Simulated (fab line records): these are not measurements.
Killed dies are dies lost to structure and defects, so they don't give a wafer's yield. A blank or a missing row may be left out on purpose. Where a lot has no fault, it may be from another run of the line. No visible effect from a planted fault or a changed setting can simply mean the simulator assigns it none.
One fault through the eyes of 2 desks | flow gf180mcu | each desk has only its own numbers; what lay behind them comes last

## FROM THE METROLOGY DESK
Means of the sampled wafers that have a number, per lot and without regard to the tool the lot ran on: this is what the gauges read. The brackets show how far a lot's mean lies from the usual mean; more than 4 standard deviations puts the lot out of limits, marked OUT.
Columns: A = HV_LDD_CVD_56_THK at GF_HV_LDD_THK_MEAS_57, usual 89.8 nm; B = CONTACT_W_RS at GF_CONTACT_RS_MEAS_25, usual 0.385 ohm/sq
lot  | first seen here | A    | B
L718 | day 12 17:18    | 87.8 | 0.379
L719 | day 13 07:33    | 89.6 | 0.381
L720 | day 13 10:50    | 89.7 | 0.376
L721 | day 13 15:22    | 89.4 | 0.381
L722 | day 13 23:04    | 89.0 | 0.383
L724 | day 14 21:16    | 89.3 | 0.388
L726 | day 15 11:01    | 89.7 | 0.389
L728 | day 15 18:20    | 89.6 | 0.390
L729 | day 16 06:40    | 89.4 | 0.381
L730 | day 16 11:27    | 89.8 | 0.388
L731 | day 16 20:05    | 89.7 | 0.381
L734 | day 17 22:05    | 89.4 | 0.380
L738 | day 19 02:28    | 90.1 | 0.390
L741 | day 20 00:49    | 90.8 | 0.381
This desk found nothing out of limits on any of the 14 lots.

## DESK OF THE TOOL OWNER: implanter-02
The tool's own readings at GF_VT_IMPLANT_IMPLANT_19: means of the sampled wafers that have a number, for each lot that ran on this tool. The brackets show how far a lot's mean lies from the usual mean; more than 4 standard deviations puts the lot out of limits, marked OUT.
Columns: A = beamEnergyKeV at GF_VT_IMPLANT_IMPLANT_19, usual 100.00; B = beamOnS at GF_VT_IMPLANT_IMPLANT_19, usual 9.97 s
lot  | first seen here | A                        | B
L718 | day 6 10:08     | 100.01                   | 9.98
L720 | day 6 22:45     | 99.98                    | 9.90
L734 | day 10 12:35    | 100.03                   | 9.99
L738 | day 11 11:55    | 103.85 (+99 or more) OUT | 9.96
L741 | day 12 05:28    | 103.87 (+99 or more) OUT | 10.03
This desk's finding: out of limits on L738, L741; first on L738, day 11 11:55 (beamEnergyKeV at GF_VT_IMPLANT_IMPLANT_19). L718, L720, L734 stayed within limits.

## ALL TOGETHER
On L738, L741, at day 11 11:55, an alarm was possible from the tool owner's desk.
Nothing out of limits was seen by the metrology desk.
The metrology desk has L738, L741 on record, within its limits.
Every lot named ran GF_VT_IMPLANT_IMPLANT_19 on implanter-02.

## WHAT THE SIMULATOR PUT IN
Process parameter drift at GF_VT_IMPLANT_IMPLANT_19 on implanter-02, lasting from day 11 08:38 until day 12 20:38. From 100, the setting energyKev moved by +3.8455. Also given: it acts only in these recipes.
Lots struck among those shown: L738, L741.
How many hours passed from the start of the fault until each desk's first out-of-limits reading: the tool owner's desk, 3.
